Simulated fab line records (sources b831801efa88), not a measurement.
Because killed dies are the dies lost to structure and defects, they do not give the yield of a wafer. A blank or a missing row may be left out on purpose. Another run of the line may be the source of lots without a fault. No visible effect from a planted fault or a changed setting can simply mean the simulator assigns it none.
fab line records | flow gf180mcu
record lots=13 wafers=39 lastDay=34
route steps=602 shown MVSD@74 NWELL@137 HV_LDD@223 M1@329
lots untouched by any fault: they come from a run of this same line in which no faults occurred
startH: hours from the record's first day to the start of the lot's first wafer shown | waitH: how many hours have passed since the lot's step before this one | " unchanged from the row above | L1.1+2: several wafers, shown together as one row | - no value, or no start given | * or withheld: withheld | < > ~ a bound
route shown NAME@n: names a module that has steps shown in the file, with the first one's number in the route | usual: the fault-free wafers' mean and standard deviation | same: alike in all rows | chamber/n: place in a boat | sites: the reading at each site | _std_site: standard deviation of those values | _edge_site: the outer-site mean with the inner-site mean subtracted | radiusMm: for every site, how far away it sits from the centre of the wafer | mask NAME#n: copy n | behind: the most recent tool/chamber to have shaped the wafer | hold: why the lot went on hold/how many hours it stayed there/how the hold came to an end | device: which transistor (n, p or np) failed to switch | end of line: tests of these same wafers at the route's end | where a step has no rows: the recipe by itself | killed: the dies lost at the first sort to structure and to defects; this is not the yield of the wafer | map: a wafer's dies, x killed, . not, _ none there
set.NAME: the setting as run; set.NAME@STEP: as run at that earlier step | model.NAME: the simulator's own value behind a step, which no gauge read
one table for each step of the route and one row for each wafer, over a sample of lots
services: a tool's chamber out of use, with start hour (startH, from the record's first day; less than 0 if before it), hours out, and reason
## steps
# step GF_MVSD_IMPLANT_08
# recipe species=P energyKev=400 doseCm2=1.6e+13 tiltDeg=0
# usual beamEnergyKeV=400.00/0.13
# columns lot.wafer tool chamber startH waitH beamEnergyKeV
L457.3 implanter-01 0 88.97 0.1 400.00
L457.5 " 0 " " 399.85
L457.6 " 0 " " 400.11
L458.2 implanter-03 0 95.90 0.0 399.93
L458.5 " 0 " " 399.91
L458.6 " 0 " " 400.35
L460.1 implanter-03 0 100.67 0.0 399.95
L460.4 " 0 " " 400.25
L460.5 " 0 " " 400.07
L461.2 implanter-01 0 108.07 0.0 399.89
L461.3 " 0 " " 400.04
L461.4 " 0 " " 399.95
L462.1 implanter-03 0 124.30 0.0 399.86
L462.2 " 0 " " 399.85
L462.5 " 0 " " 400.10
L463.1 implanter-02 0 124.92 0.0 400.10
L463.3 " 0 " " 400.17
L463.4 " 0 " " 400.11
L466.3 implanter-01 0 140.32 0.1 399.76
L466.4 " 0 " " 399.74
L466.6 " 0 " " 399.68
L467.1 implanter-03 0 144.87 0.0 428.74
L467.3 " 0 " " 429.16
L467.5 " 0 " " 428.94
L469.1 implanter-03 0 150.32 0.0 428.79
L469.4 " 0 " " 429.03
L469.5 " 0 " " 428.99
L471.3 implanter-01 0 160.30 0.1 399.92
L471.4 " 0 " " 400.30
L471.6 " 0 " " 400.20
L474.3 implanter-02 0 181.72 0.1 399.94
L474.4 " 0 " " 399.85
L474.6 " 0 " " 400.01
L476.1 implanter-02 0 192.02 0.0 399.99
L476.2 " 0 " " 400.21
L476.5 " 0 " " 400.14
L478.1 implanter-01 0 214.37 0.0 400.16
L478.3 " 0 " " 399.89
L478.4 " 0 " " 400.02
# step GF_VT_IMPLANT_RS_MEAS_46
# recipe thkMeasGauge=four-point-probe
# usual MVSD_RS=456.6/1.1
# columns lot.wafer tool chamber startH waitH hold MVSD_RS[ohm/sq]
L457.3 filmMetro-03 - 164.60 0.1 - 456.1
L457.5 " - " " - 456.4
L457.6 " - " " - 457.0
L458.2 filmMetro-02 - 171.98 0.1 - 456.6
L458.5 " - " " - 456.1
L458.6 " - " " - 457.6
L460.1 filmMetro-02 - 175.51 0.1 - 456.2
L460.4 " - " " - 456.1
L460.5 " - " " - 454.7
L461.2 filmMetro-01 - 182.74 0.1 - 458.8
L461.3 " - " " - 457.3
L461.4 " - " " - 459.3
L462.1 filmMetro-01 - 204.28 0.1 - 457.0
L462.2 " - " " - 455.9
L462.5 " - " " - 454.9
L463.1 filmMetro-02 - 204.70 0.1 - 455.8
L463.3 " - " " - 456.0
L463.4 " - " " - 456.0
L466.3 filmMetro-02 - 222.21 0.1 - 456.4
L466.4 " - " " - 457.0
L466.6 " - " " - 457.6
L467.1 filmMetro-03 - 228.39 0.1 awaitDispo/0.2h/release 449.8
L467.3 " - " " awaitDispo/0.2h/release 450.8
L467.5 " - " " awaitDispo/0.2h/release 450.2
L467.1 filmMetro-03 - 228.75 0.3 - 450.6
L467.3 " - " " - 450.9
L467.5 " - " " - 449.8
L469.1 filmMetro-02 - 235.95 0.1 awaitDispo/0.2h/release 451.6
L469.4 " - " " awaitDispo/0.2h/release 451.3
L469.5 " - " " awaitDispo/0.2h/release 451.0
L469.1 filmMetro-02 - 236.31 0.3 - 450.9
L469.4 " - " " - 452.6
L469.5 " - " " - 450.9
L471.3 filmMetro-01 - 248.50 0.1 - 456.5
L471.4 " - " " - 456.6
L471.6 " - " " - 457.8
L474.3 filmMetro-03 - 273.06 0.1 - 457.5
L474.4 " - " " - 456.6
L474.6 " - " " - 457.1
L476.1 filmMetro-01 - 283.43 0.1 - 456.2
L476.2 " - " " - 457.7
L476.5 " - " " - 456.7
L478.1 filmMetro-03 - 308.92 0.1 - 457.3
L478.3 " - " " - 456.9
L478.4 " - " " - 456.5
# step GF_VT_IMPLANT_RS_MEAS_47
# recipe thkMeasGauge=four-point-probe
# usual NWELL_RS=487.9/1.5
# columns lot.wafer tool chamber startH waitH hold NWELL_RS[ohm/sq]
L457.3 filmMetro-03 - 164.72 0.1 - 484.6
L457.5 " - " " - 485.4
L457.6 " - " " - 485.2
L458.2 filmMetro-02 - 172.10 0.1 - 489.7
L458.5 " - " " - 487.6
L458.6 " - " " - 490.2
L460.1 filmMetro-02 - 175.63 0.1 - 488.9
L460.4 " - " " - 486.9
L460.5 " - " " - 487.7
L461.2 filmMetro-01 - 182.86 0.1 - 489.6
L461.3 " - " " - 489.8
L461.4 " - " " - 489.6
L462.1 filmMetro-01 - 204.40 0.1 - 488.9
L462.2 " - " " - 490.9
L462.5 " - " " - 487.7
L463.1 filmMetro-02 - 204.82 0.1 - 485.9
L463.3 " - " " - 487.3
L463.4 " - " " - 486.8
L466.3 filmMetro-02 - 222.33 0.1 - 487.1
L466.4 " - " " - 487.8
L466.6 " - " " - 488.0
L467.1 filmMetro-03 - 231.94 3.2 awaitDispo/3.1h/release 486.8
L467.3 " - " " awaitDispo/3.1h/release 485.1
L467.5 " - " " awaitDispo/3.1h/release 486.5
L469.1 filmMetro-02 - 237.45 1.1 awaitDispo/0.9h/release 487.4
L469.4 " - " " awaitDispo/0.9h/release 487.0
L469.5 " - " " awaitDispo/0.9h/release 487.2
L471.3 filmMetro-01 - 248.62 0.1 - 489.6
L471.4 " - " " - 488.6
L471.6 " - " " - 489.4
L474.3 filmMetro-03 - 273.18 0.1 - 489.6
L474.4 " - " " - 489.9
L474.6 " - " " - 490.3
L476.1 filmMetro-01 - 283.55 0.1 - 488.5
L476.2 " - " " - 487.1
L476.5 " - " " - 488.0
L478.1 filmMetro-03 - 309.04 0.1 - 487.0
L478.3 " - " " - 486.7
L478.4 " - " " - 486.8
# step GF_HV_LDD_OVL_MEAS_47
# usual HV_LDD_03_OVL=0.3/1.1
# columns lot.wafer tool chamber startH waitH HV_LDD_03_OVL[nm]
L457.3 overlay-02 - 280.61 0.1 0.8
L457.5 " - " " -0.5
L457.6 " - " " -0.7
L458.2 overlay-01 - 286.76 0.1 1.6
L458.5 " - " " 0.7
L458.6 " - " " 2.0
L460.1 overlay-02 - 295.95 0.1 -1.0
L460.4 " - " " 0.2
L460.5 " - " " -0.2
L461.2 overlay-02 - 300.08 0.1 0.6
L461.3 " - " " -1.5
L461.4 " - " " 1.4
L463.1 overlay-01 - 326.28 0.1 -0.5
L463.3 " - " " 1.7
L463.4 " - " " 1.5
L462.1 overlay-02 - 326.35 0.1 2.0
L462.2 " - " " -1.6
L462.5 " - " " -0.8
L466.3 overlay-01 - 351.91 0.1 2.2
L466.4 " - " " 0.0
L466.6 " - " " 2.4
L467.1 overlay-01 - 359.55 0.1 0.1
L467.3 " - " " 1.9
L467.5 " - " " 0.3
L469.1 overlay-02 - 367.29 0.1 -1.3
L469.4 " - " " -1.6
L469.5 " - " " 0.2
L471.3 overlay-02 - 388.33 0.1 -0.6
L471.4 " - " " -1.9
L471.6 " - " " -0.7
L474.3 overlay-01 - 422.29 0.1 -1.0
L474.4 " - " " -0.2
L474.6 " - " " -0.4
L476.1 overlay-02 - 422.65 0.1 0.1
L476.2 " - " " 1.9
L476.5 " - " " -0.9
L478.1 overlay-01 - 453.27 0.1 1.1
L478.3 " - " " -1.6
L478.4 " - " " 1.3
# step GF_HV_LDD_THK_MEAS_57
# recipe reads=Si3N4_of_HV_LDD_CVD_56
# usual HV_LDD_CVD_56_THK=89.9/0.7
# columns lot.wafer tool chamber startH waitH HV_LDD_CVD_56_THK[nm]
L457.3 filmMetro-03 - 283.71 0.0 90.3
L457.5 " - " " 90.3
L457.6 " - " " 90.7
L458.2 filmMetro-01 - 289.85 0.0 88.6
L458.5 " - " " 88.3
L458.6 " - " " 88.2
L460.1 filmMetro-01 - 299.04 0.0 89.0
L460.4 " - " " 89.8
L460.5 " - " " 89.4
L461.2 filmMetro-03 - 303.23 0.0 89.1
L461.3 " - " " 89.3
L461.4 " - " " 89.0
L463.1 filmMetro-03 - 329.38 0.0 89.8
L463.3 " - " " 88.7
L463.4 " - " " 89.7
L462.1 filmMetro-01 - 329.48 0.0 90.4
L462.2 " - " " 90.4
L462.5 " - " " 90.2
L466.3 filmMetro-01 - 355.01 0.0 90.7
L466.4 " - " " 90.1
L466.6 " - " " 90.4
L467.1 filmMetro-02 - 363.35 0.0 90.5
L467.3 " - " " 90.8
L467.5 " - " " 91.3
L469.1 filmMetro-02 - 370.39 0.0 90.5
L469.4 " - " " 90.0
L469.5 " - " " 89.7
L471.3 filmMetro-03 - 391.44 0.0 89.7
L471.4 " - " " 90.0
L471.6 " - " " 89.3
L474.3 filmMetro-03 - 425.39 0.0 89.4
L474.4 " - " " 90.4
L474.6 " - " " 90.0
L476.1 filmMetro-01 - 426.80 0.0 91.9
L476.2 " - " " 91.1
L476.5 " - " " 91.6
L478.1 filmMetro-01 - 457.67 0.0 89.9
L478.3 " - " " 90.4
L478.4 " - " " 90.3
# step GF_M1_CD_MEAS_14
# recipe targetCdNm=230
# usual cdNm=230.3/1.1
# columns lot.wafer tool chamber startH waitH cdNm
L457.3 cdSem-01 - 390.21 0.1 231.0
L457.5 " - " " 230.9
L457.6 " - " " 229.9
L458.2 cdSem-02 - 397.08 0.1 230.0
L458.5 " - " " 229.3
L458.6 " - " " 230.0
L460.1 cdSem-01 - 409.73 0.1 229.0
L460.4 " - " " 230.9
L460.5 " - " " 228.4
L461.2 cdSem-01 - 413.88 0.1 230.2
L461.3 " - " " 231.0
L461.4 " - " " 231.5
L463.1 cdSem-02 - 446.92 0.1 229.4
L463.3 " - " " 230.0
L463.4 " - " " 230.6
L462.1 cdSem-01 - 447.95 0.1 229.5
L462.2 " - " " 229.0
L462.5 " - " " 229.2
L466.3 cdSem-01 - 477.44 0.1 229.8
L466.4 " - " " 230.0
L466.6 " - " " 228.8
L467.1 cdSem-01 - 484.63 0.1 230.5
L467.3 " - " " 230.4
L467.5 " - " " 230.1
L469.1 cdSem-02 - 490.90 0.1 230.6
L469.4 " - " " 229.3
L469.5 " - " " 229.7
L471.3 cdSem-01 - 514.56 0.1 229.1
L471.4 " - " " 228.6
L471.6 " - " " 229.2
L474.3 cdSem-01 - 548.02 0.1 233.1
L474.4 " - " " 232.0
L474.6 " - " " 231.6
L476.1 cdSem-01 - 550.12 0.1 230.8
L476.2 " - " " 230.5
L476.5 " - " " 230.9
L478.1 cdSem-02 - 577.37 0.1 230.1
L478.3 " - " " 230.6
L478.4 " - " " 231.4
## services
# columns tool chamber startH hours kind
implanter-01 - 114.24 13.3 pm
implanter-03 - 146.56 1.6 repair
implanter-03 - 151.76 3.8 pm
implanter-03 - 162.71 2.1 repair
implanter-01 - 187.27 5.3 pm
implanter-02 - 200.20 0.8 repair
## key
firstSign step=GF_MVSD_IMPLANT_08 reading=beamEnergyKeV direction=up sigmas=99+ usual=400.00 struck=428.94
effect step=GF_VT_IMPLANT_RS_MEAS_46 reading=MVSD_RS direction=down sigmas=5.3 usual=456.6 struck=450.8
metAt GF_MVSD_IMPLANT_08
struckLots L467,L469
testerLeftOut L467,L469
notActingAt GF_HV_LDD_OVL_MEAS_47,GF_HV_LDD_THK_MEAS_57,GF_M1_CD_MEAS_14
onsetBetween 124.30 144.87
fault kind=processParameterDrift tool=implanter-03 chamber=- onsetH=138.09 steps=GF_MVSD_IMPLANT_08 channel=energyKev offset=28.948 shape=step endH=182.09 actsIn=theseRecipesOnly stated=400
# testerLeftOut: of these lots the tester's yield and bins aren't shown, on N5 and GAA mostly nor the transistor test; their killed dies are dies lost to structure and defects alone, not to doping, threshold or leakage, so they don't give the yield
